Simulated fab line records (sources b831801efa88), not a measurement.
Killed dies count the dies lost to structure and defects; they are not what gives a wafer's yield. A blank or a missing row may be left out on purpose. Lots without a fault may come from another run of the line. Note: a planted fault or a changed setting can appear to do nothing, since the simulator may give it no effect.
fab line records	flow sky130
record lots=11	wafers=33	last-day=50
route steps=708 shown SONOS_ONO@181 POLY_GATE@227 LDD_P@259 LDD_HVP@287 PAD_OPEN@708
lots that met no fault: taken from a fault-free run of the same line
start-h: the number of hours between the record's first day and the start of the first shown wafer of the lot	wait-h: hours elapsed since this lot's preceding step	" unchanged from the row above	L1.1+2: one row covering several wafers at once	- no value, or no start was given	* or withheld: withheld	< > ~ a bound
route shown NAME@n: a module of which the file shows steps, and the number in the route of the first	usual: mean/standard deviation of fault-free wafers	same: alike in all rows	chamber/n: place in a boat	sites: per-site readings	_std_site: standard deviation of those values	_edge_site: the outer-site mean with the inner-site mean subtracted	radius-mm: for every site, how far away it sits from the centre of the wafer	mask NAME#n: copy n	behind: the most recent tool/chamber to have shaped the wafer	hold: why the lot was held/for how many hours/how that ended	device: which transistor (n, p or np) failed to switch	end of line: the tests these same wafers got at the end of their route	where a step has no rows: the recipe by itself	killed: dies that structure and defects cost at the first sort, which is not the same as the wafer's yield	map: dies across one wafer; x = killed, . = not, _ = none there
set.NAME: setting as actually run; set.NAME@STEP: the setting as run at that earlier step	model.NAME: the simulator's own value behind a step, which no gauge read
steps of the route over a sample of lots; a table a step, a row a wafer
services: from which hour (start-h, from the record's first day; less than 0 if before it) a tool's chamber was out of use, for how many hours, and why
## steps
# step SKY_SONOS_ONO_CD_MEAS_13
# recipe target-cd-nm=410
# usual cd-nm=410.5/2.5
lot.wafer	tool	chamber	start-h	wait-h	cd-nm
L658.2	cd-sem-02	-	292.70	0.1	410.4
L658.3	"	-	"	"	409.7
L658.4	"	-	"	"	414.6
L659.2	cd-sem-02	-	303.11	0.1	408.3
L659.3	"	-	"	"	407.7
L659.5	"	-	"	"	406.0
L662.3	cd-sem-02	-	331.53	0.1	411.1
L662.4	"	-	"	"	412.4
L662.5	"	-	"	"	413.6
L668.1	cd-sem-02	-	377.69	0.1	409.3
L668.5	"	-	"	"	410.5
L668.6	"	-	"	"	412.1
L671.1	cd-sem-01	-	398.43	0.1	409.4
L671.4	"	-	"	"	410.1
L671.6	"	-	"	"	409.2
L672.2	cd-sem-02	-	410.66	0.1	409.1
L672.4	"	-	"	"	408.4
L672.6	"	-	"	"	407.1
L674.2	cd-sem-01	-	458.35	0.1	410.3
L674.3	"	-	"	"	413.5
L674.6	"	-	"	"	414.0
L677.3	cd-sem-02	-	459.53	0.1	408.4
L677.4	"	-	"	"	408.8
L677.5	"	-	"	"	409.6
L676.2	cd-sem-01	-	466.85	0.1	413.6
L676.3	"	-	"	"	414.3
L676.5	"	-	"	"	414.6
L678.2	cd-sem-01	-	473.05	0.1	411.5
L678.3	"	-	"	"	412.7
L678.4	"	-	"	"	410.6
L679.4	cd-sem-02	-	479.00	0.1	407.7
L679.5	"	-	"	"	414.0
L679.6	"	-	"	"	411.7
# step SKY_POLY_GATE_CD_MEAS_13
# recipe target-cd-nm=150
# usual cd-nm=150.2/1.1
lot.wafer	tool	chamber	start-h	wait-h	cd-nm
L658.2	cd-sem-02	-	382.51	-	151.8
L658.3	"	-	"	"	151.1
L658.4	"	-	"	"	150.2
L659.2	cd-sem-02	-	393.35	-	151.5
L659.3	"	-	"	"	151.9
L659.5	"	-	"	"	151.6
L662.3	cd-sem-01	-	427.16	-	152.0
L662.4	"	-	"	"	150.7
L662.5	"	-	"	"	151.0
L668.1	cd-sem-02	-	473.19	-	150.4
L668.5	"	-	"	"	150.2
L668.6	"	-	"	"	151.7
L672.2	cd-sem-01	-	517.40	-	149.8
L672.4	"	-	"	"	149.5
L672.6	"	-	"	"	151.5
L671.1	cd-sem-01	-	518.42	-	150.7
L671.4	"	-	"	"	151.3
L671.6	"	-	"	"	151.1
L674.2	cd-sem-01	-	554.14	-	149.7
L674.3	"	-	"	"	149.7
L674.6	"	-	"	"	149.7
L677.3	cd-sem-02	-	554.44	-	150.5
L677.4	"	-	"	"	149.2
L677.5	"	-	"	"	151.5
L676.2	cd-sem-01	-	558.79	-	149.1
L676.3	"	-	"	"	149.8
L676.5	"	-	"	"	149.7
L678.2	cd-sem-01	-	579.64	-	148.6
L678.3	"	-	"	"	149.5
L678.4	"	-	"	"	148.6
L679.4	cd-sem-01	-	584.70	-	149.3
L679.5	"	-	"	"	149.7
L679.6	"	-	"	"	150.2
# step SKY_LDD_P_EXPOSE_04
# recipe mask-id=PSDM	na=0.6	source-shape=conventional	sigma-outer=0.6	polarization=unpolarized	target-cd-nm=380	dose-mj=138
# same na=0.6
lot.wafer	tool	chamber	start-h	wait-h	mask
L658.2+3+4	iline-stepper-01	0	431.86	-	PSDM#0
L659.2+3+5	iline-stepper-02	0	443.70	-	HVPTM#0
L662.3+4+5	iline-stepper-02	0	479.92	-	PSDM#0
L668.1+5+6	iline-stepper-01	0	527.88	-	PSDM#0
L672.2+4+6	iline-stepper-02	0	566.09	-	PSDM#0
L671.1+4+6	iline-stepper-02	0	567.05	-	PSDM#0
L674.2+3+6	iline-stepper-01	0	604.30	-	PSDM#0
L677.3+4+5	iline-stepper-02	0	605.37	-	PSDM#0
L676.2+3+5	iline-stepper-02	0	609.10	-	PSDM#0
L678.2+3+4	iline-stepper-01	0	626.78	-	PSDM#0
L679.4+5+6	iline-stepper-02	0	633.34	-	PSDM#0
# step SKY_LDD_P_CD_MEAS_07
# recipe target-cd-nm=380
# usual cd-nm=379.9/2.7
lot.wafer	tool	chamber	start-h	wait-h	cd-nm
L658.2	cd-sem-01	-	447.10	0.1	379.5
L658.3	"	-	"	"	377.1
L658.4	"	-	"	"	380.1
L659.2	cd-sem-02	-	458.05	0.1	-
L659.3	"	-	"	"	-
L659.5	"	-	"	"	-
L662.3	cd-sem-01	-	494.27	0.1	376.5
L662.4	"	-	"	"	379.2
L662.5	"	-	"	"	378.5
L668.1	cd-sem-01	-	545.82	0.2	376.1
L668.5	"	-	"	"	376.1
L668.6	"	-	"	"	378.0
L672.2	cd-sem-01	-	581.40	0.3	380.3
L672.4	"	-	"	"	383.8
L672.6	"	-	"	"	380.8
L671.1	cd-sem-01	-	581.82	0.1	381.2
L671.4	"	-	"	"	379.2
L671.6	"	-	"	"	381.2
L674.2	cd-sem-02	-	617.15	0.1	380.3
L674.3	"	-	"	"	380.3
L674.6	"	-	"	"	381.2
L677.3	cd-sem-01	-	618.27	0.1	383.4
L677.4	"	-	"	"	384.5
L677.5	"	-	"	"	383.0
L676.2	cd-sem-01	-	621.05	0.1	382.1
L676.3	"	-	"	"	383.4
L676.5	"	-	"	"	384.9
L678.2	cd-sem-01	-	642.10	0.1	375.0
L678.3	"	-	"	"	377.8
L678.4	"	-	"	"	376.2
L679.4	cd-sem-01	-	646.49	0.1	379.9
L679.5	"	-	"	"	385.0
L679.6	"	-	"	"	383.8
# step SKY_LDD_P_TW_MEAS_11
# usual LDD_P_TW=637.3/2.6
lot.wafer	tool	chamber	start-h	wait-h	LDD_P_TW
L658.2	film-metro-03	-	447.50	0.1	641.0
L658.3	"	-	"	"	638.8
L658.4	"	-	"	"	641.8
L659.2	film-metro-03	-	458.45	0.1	29.9
L659.3	"	-	"	"	30.0
L659.5	"	-	"	"	30.1
L662.3	film-metro-03	-	494.66	0.1	638.7
L662.4	"	-	"	"	639.5
L662.5	"	-	"	"	643.1
L668.1	film-metro-01	-	546.23	0.1	636.7
L668.5	"	-	"	"	638.3
L668.6	"	-	"	"	639.1
L672.2	film-metro-03	-	581.80	0.1	635.0
L672.4	"	-	"	"	636.4
L672.6	"	-	"	"	638.0
L671.1	film-metro-03	-	582.22	0.1	636.6
L671.4	"	-	"	"	641.2
L671.6	"	-	"	"	637.2
L674.2	film-metro-01	-	617.55	0.1	636.9
L674.3	"	-	"	"	634.5
L674.6	"	-	"	"	634.6
L677.3	film-metro-04	-	618.66	0.1	640.0
L677.4	"	-	"	"	635.2
L677.5	"	-	"	"	635.5
L676.2	film-metro-03	-	621.45	0.1	637.8
L676.3	"	-	"	"	640.3
L676.5	"	-	"	"	638.1
L678.2	film-metro-03	-	642.50	0.1	636.1
L678.3	"	-	"	"	638.9
L678.4	"	-	"	"	637.6
L679.4	film-metro-04	-	646.87	0.1	640.0
L679.5	"	-	"	"	640.1
L679.6	"	-	"	"	639.1
# step SKY_LDD_HVP_STRIP_09
# recipe chemistry=O2/N2	power-w=1400	pressure-mtorr=1500	platen-temp-c=withheld	o2-flow-sccm=3000	n2-flow-sccm=300	overash-fraction=0.5
# usual drypump-motor-current-A=5.8/0.42	oes-product-au=0.408/0.0049	strip-time-to-endpoint-s=4.139/0.014
lot.wafer	tool	chamber	start-h	wait-h	drypump-motor-current-A	oes-product-au	rf-hours-counter-h	strip-time-to-endpoint-s
L658.2	plasma-asher-04	1	515.70	0.1	6.1	0.408	71	4.123
L658.3	"	1	"	"	6.1	0.408	-	4.112
L658.4	"	0	"	"	5.7	0.406	-	4.126
L659.2	plasma-asher-02	1	519.55	0.1	5.6	0.403	36	4.135
L659.3	"	1	"	"	5.6	0.411	-	4.120
L659.5	"	1	"	"	5.6	0.406	-	4.118
L662.3	plasma-asher-01	1	552.15	0.1	6.6	0.413	-	4.147
L662.4	"	0	"	"	5.7	0.405	-	4.125
L662.5	"	1	"	"	6.6	0.404	-	4.116
L668.1	plasma-asher-01	1	604.67	0.1	6.5	0.404	89	4.137
L668.5	"	0	"	"	5.7	0.406	-	4.168
L668.6	"	1	"	"	6.6	0.403	-	4.151
L672.2	plasma-asher-02	0	640.67	0.1	5.2	0.411	48	4.151
L672.4	"	1	"	"	5.6	0.410	-	4.155
L672.6	"	1	"	"	5.6	0.417	-	4.158
L671.1	plasma-asher-02	0	641.30	0.1	5.3	0.404	48	4.116
L671.4	"	1	"	"	5.6	0.404	-	4.129
L671.6	"	0	"	"	5.3	0.410	-	4.128
L674.2	plasma-asher-04	1	675.17	0.1	6.1	0.392	87	4.118
L674.3	"	1	"	"	6.1	0.409	-	4.141
L674.6	"	0	"	"	5.8	0.412	-	4.146
L677.3	plasma-asher-04	1	676.40	0.1	6.1	0.404	-	4.122
L677.4	"	0	"	"	5.8	0.410	-	4.154
L677.5	"	1	"	"	6.1	0.411	-	4.149
L676.2	plasma-asher-01	1	679.00	0.1	6.6	0.403	96	4.122
L676.3	"	1	"	"	6.6	0.407	-	4.144
L676.5	"	0	"	"	5.8	0.405	-	4.114
L678.2	plasma-asher-01	0	698.82	0.1	5.7	0.409	97	4.160
L678.3	"	1	"	"	6.5	0.408	-	4.149
L678.4	"	0	"	"	5.7	0.410	-	4.147
L679.4	plasma-asher-02	1	703.45	0.1	5.6	0.416	-	4.145
L679.5	"	0	"	"	5.2	0.407	-	4.143
L679.6	"	1	"	"	5.6	0.417	-	4.130
# step SKY_LDD_HVP_TW_MEAS_10
# usual LDD_HVP_TW=457.8/1.8
lot.wafer	tool	chamber	start-h	wait-h	LDD_HVP_TW
L658.2	film-metro-02	-	515.81	0.1	454.6
L658.3	"	-	"	"	454.8
L658.4	"	-	"	"	456.4
L659.2	film-metro-03	-	519.66	0.1	698.6
L659.3	"	-	"	"	698.6
L659.5	"	-	"	"	698.1
L662.3	film-metro-04	-	552.24	0.1	458.0
L662.4	"	-	"	"	460.1
L662.5	"	-	"	"	457.9
L668.1	film-metro-03	-	604.77	0.1	456.5
L668.5	"	-	"	"	457.7
L668.6	"	-	"	"	458.5
L672.2	film-metro-04	-	640.78	0.1	458.4
L672.4	"	-	"	"	458.4
L672.6	"	-	"	"	459.1
L671.1	film-metro-02	-	641.40	0.1	458.1
L671.4	"	-	"	"	456.7
L671.6	"	-	"	"	458.3
L674.2	film-metro-04	-	675.28	0.1	459.5
L674.3	"	-	"	"	459.1
L674.6	"	-	"	"	459.7
L677.3	film-metro-04	-	676.49	0.1	459.4
L677.4	"	-	"	"	456.8
L677.5	"	-	"	"	458.3
L676.2	film-metro-03	-	679.11	0.1	458.2
L676.3	"	-	"	"	457.9
L676.5	"	-	"	"	458.7
L678.2	film-metro-04	-	698.93	0.1	457.8
L678.3	"	-	"	"	460.3
L678.4	"	-	"	"	459.0
L679.4	film-metro-03	-	703.55	0.1	460.0
L679.5	"	-	"	"	458.9
L679.6	"	-	"	"	461.6
# step SKY_PAD_OPEN_PROBE_99
# usual killed_at_M0_to_M3=43/6.9	killed_at_M4_up=3.1/1.9	killed-at-contacts=24/5.4	killed-at-front-end=14/4.3	killed-at-other=0.3/0.53	killed-dies=84/9.5	killed-on-rim=16/4.1	killed-open=46/6.8	killed-short=38/6
# same gross-dies=492	killed-at-back-side=0
lot.wafer	tool	chamber	start-h	wait-h	killed_at_M0_to_M3	killed_at_M4_up	killed-at-contacts	killed-at-front-end	killed-at-other	killed-dies	killed-on-rim	killed-open	killed-short
L659.2	prober-01	-	1096.45	0.1	40	3	22	427	0	492	96	37	33
L659.3	prober-01	-	1096.50	0.2	43	2	20	426	1	492	96	41	42
L659.5	prober-01	-	1096.60	0.2	31	3	23	435	0	492	96	33	48
L677.3	prober-02	-	1195.84	0.2	36	2	17	13	0	68	11	39	29
L677.4	prober-02	-	1195.89	0.2	28	1	27	10	0	66	13	41	25
L677.5	prober-02	-	1195.94	0.2	34	6	22	13	0	75	14	43	32
# killed by level:class
L659.2 LDD_P:area-expose=422 VIA1:geometric-particle:open=15 CONTACT:geometric-particle:short=7 CONTACT:geometric-particle:open=6 VIA1:geometric-particle:short=4 VIA2:geometric-particle:short=4 LI_CONTACT:geometric-particle:open=3 LOCAL_INTERCONNECT:geometric-particle:short=3
L659.3 LDD_P:area-expose=409 FIELD_ISO:geometric-particle:open=9 VIA1:geometric-particle:open=7 METAL1:geometric-particle:short=7 VIA2:geometric-particle:short=6 VIA2:geometric-particle:open=6 FIELD_ISO:geometric-particle:short=5 LOCAL_INTERCONNECT:geometric-particle:short=5
L659.5 LDD_P:area-expose=411 FIELD_ISO:geometric-particle:short=7 VIA2:geometric-particle:open=7 FIELD_ISO:geometric-particle:open=6 CONTACT:geometric-particle:short=6 METAL1:geometric-particle:short=6 POLY_GATE:geometric-particle:short=5 LOCAL_INTERCONNECT:geometric-particle:short=5
L677.3 VIA1:geometric-particle:open=13 LI_CONTACT:geometric-particle:open=6 FIELD_ISO:geometric-particle:short=5 CONTACT:geometric-particle:short=5 CONTACT:geometric-particle:open=5 VIA2:geometric-particle:open=5 VIA2:geometric-particle:short=4 VIA1:geometric-particle:short=4
L677.4 CONTACT:geometric-particle:open=10 VIA1:geometric-particle:open=6 LI_CONTACT:geometric-particle:open=6 METAL2:geometric-particle:short=6 CONTACT:geometric-particle:short=4 FIELD_ISO:geometric-particle:short=3 FIELD_ISO:geometric-particle:open=3 LOCAL_INTERCONNECT:geometric-particle:short=3
L677.5 VIA1:geometric-particle:open=8 CONTACT:geometric-particle:open=8 LI_CONTACT:geometric-particle:open=6 METAL1:geometric-particle:short=5 METAL2:geometric-particle:short=5 VIA3:geometric-particle:open=4 METAL4:geometric-particle:short=4 FIELD_ISO:geometric-particle:open=3
## services
tool	chamber	start-h	hours	kind
iline-stepper-02	-	411.31	1.7	pm
iline-stepper-02	-	433.66	2.1	pm
plasma-asher-01	-	435.12	40.8	repair
iline-stepper-02	-	435.74	-	consumable-replace:lamp
plasma-asher-02	-	462.74	0.7	repair
plasma-asher-04	-	467.00	0.3	repair
iline-stepper-02	0	469.17	-	calibration
iline-stepper-01	-	478.86	1.7	pm
iline-stepper-01	-	485.22	16.6	repair
iline-stepper-02	-	488.31	13.1	repair
plasma-asher-04	-	532.02	2.8	pm
plasma-asher-02	-	538.81	0.7	repair
plasma-asher-01	-	544.78	4.2	repair
iline-stepper-01	-	559.29	7.1	repair
plasma-asher-04	-	562.29	14.6	pm
iline-stepper-01	0	597.41	-	calibration
plasma-asher-04	-	616.74	0.7	repair
iline-stepper-02	-	629.53	1.7	pm
iline-stepper-02	-	646.66	1.0	repair
iline-stepper-02	-	647.17	6.1	repair
iline-stepper-02	0	678.18	-	calibration
iline-stepper-01	-	697.04	1.7	pm
## key
first-sign step=SKY_LDD_P_EXPOSE_04	reading=mask	direction=changed
effect step=SKY_LDD_P_CD_MEAS_07	reading=cd-nm	direction=missing
effect step=SKY_LDD_P_TW_MEAS_11	reading=LDD_P_TW	direction=down	sigmas=99+	usual=637.3	struck=30.0
effect step=SKY_LDD_HVP_TW_MEAS_10	reading=LDD_HVP_TW	direction=up	sigmas=99+	usual=457.8	struck=698.4
effect step=SKY_PAD_OPEN_PROBE_99	reading=killed-at-front-end	direction=up	sigmas=96	usual=14	struck=429
more-kills-born-at SKY_LDD_P_EXPOSE_04@iline-stepper-02=1242
met-at SKY_LDD_P_EXPOSE_04
struck-lots L659
tester-left-out L659
not-acting-at SKY_SONOS_ONO_CD_MEAS_13,SKY_POLY_GATE_CD_MEAS_13,SKY_LDD_HVP_STRIP_09
fault kind=wrong-mask	tool=any	chamber=-	onset-h=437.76	steps=SKY_LDD_P_EXPOSE_04	aux-copy=HVPTM#0	scope=struck-lots-only
# tester-left-out: of these lots the tester's yield and bins aren't shown, on N5 and GAA mostly nor the transistor test; their killed dies are dies lost to structure and defects alone, not to doping, threshold or leakage, so they don't give the yield
